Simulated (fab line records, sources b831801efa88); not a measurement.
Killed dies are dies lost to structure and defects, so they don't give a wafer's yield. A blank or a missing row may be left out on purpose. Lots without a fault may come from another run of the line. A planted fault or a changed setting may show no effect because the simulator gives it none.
Problem report in the 8D (eight disciplines) form, filled by code | flow gf180mcu | the parts of the form that need people (team, actions taken, sign-off) are left out

1. THE PROBLEM
MVSD_RS at GF_VT_IMPLANT_RS_MEAS_46 reads a mean of 480.3 ohm/sq on 6 wafers of 2 lots; wafers without a fault read 456.6 ohm/sq with a standard deviation of 1.4. That is +17 standard deviations from the usual mean.
The step: measures by four-point-probe.
First seen on wafer L309.1, day 10 17:01, on film_metro-03. The record holds 33 wafers of 11 lots with a number at this step. Rule for "out", or "out of limits": more than 4 standard deviations from the usual mean. The other wafers with a number count as sound.

2. WHAT IT IS AND WHAT IT IS NOT
question                    | is                     | is not
which readings at this step | MVSD_RS                | -
which lots                  | L309, L311             | L299, L302, L303, L307, L313, L315, L317, L320, L321
which wafers of those lots  | all that have a number | -
read on which gauges        | film_metro-03          | film_metro-01, film_metro-04
when                        | from day 10 17:01      | up to then (12 sound wafers); but 15 sound wafers of L313, L315, L317, L320, L321 came after

3. SUSPECTS, AND WHAT RULES EACH OUT
Counting: a tool at a process step up to the reading stays a suspect if it ran every lot that is out and no sound lot after the first of them.
- the gauge at GF_VT_IMPLANT_RS_MEAS_46: ruled out. All the wafers that are out were read on film_metro-03, but those of them that GF_MVSD_IMPLANT_09 has rows for are out there too, on other tools.
- implanter-01 at GF_MVSD_IMPLANT_09: ruled out as a lasting fault. Sound lots L321 ran on it after its first lot that is out, L309 (day 7 04:54).
Left after counting: nothing in the record.

4. THE CAUSE (what the simulator had put in)
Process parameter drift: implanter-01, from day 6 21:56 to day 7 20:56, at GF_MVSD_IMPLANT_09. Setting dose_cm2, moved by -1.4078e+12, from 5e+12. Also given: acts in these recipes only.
Counting ruled it out, wrongly: the rule takes a fault to strike every lot that its tool runs from its start on, and this one did not.

5. THE CHAIN OF EFFECTS, in route order
Each row: a reading whose mean over the struck wafers that have a number lies more than 3 standard deviations from the usual. Only readings for which the record gives a usual standard deviation are gone through. hours: the time from each lot's start at the first step in this table that gives one to its start at this step, as a median over the lots. sigmas: the change in usual standard deviations.
hours | step                     | reading            | usual        | on struck wafers | change | sigmas
0     | GF_MVSD_IMPLANT_09       | dose_ions_cm2      | 5e+12        | 4e+12            | -1e+12 | -99 or more
0     | GF_MVSD_IMPLANT_09       | faraday_current_uA | 28.1         | 20.1             | -8.1   | -14
84    | GF_VT_IMPLANT_RS_MEAS_46 | MVSD_RS            | 456.6 ohm/sq | 480.3            | +23.7  | +17
The process steps in it:
- GF_MVSD_IMPLANT_09

6. WHAT WOULD HAVE CAUGHT IT SOONER
In this record the first reading out of limits at a measuring or inspecting step was taken at day 10 17:01, 91 hours after the fault began at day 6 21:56.
The tool's own readings at GF_MVSD_IMPLANT_09 were out on every struck wafer that the step has a row for (dose_ions_cm2, faraday_current_uA): an alarm limit on them would have fired on the first of those.
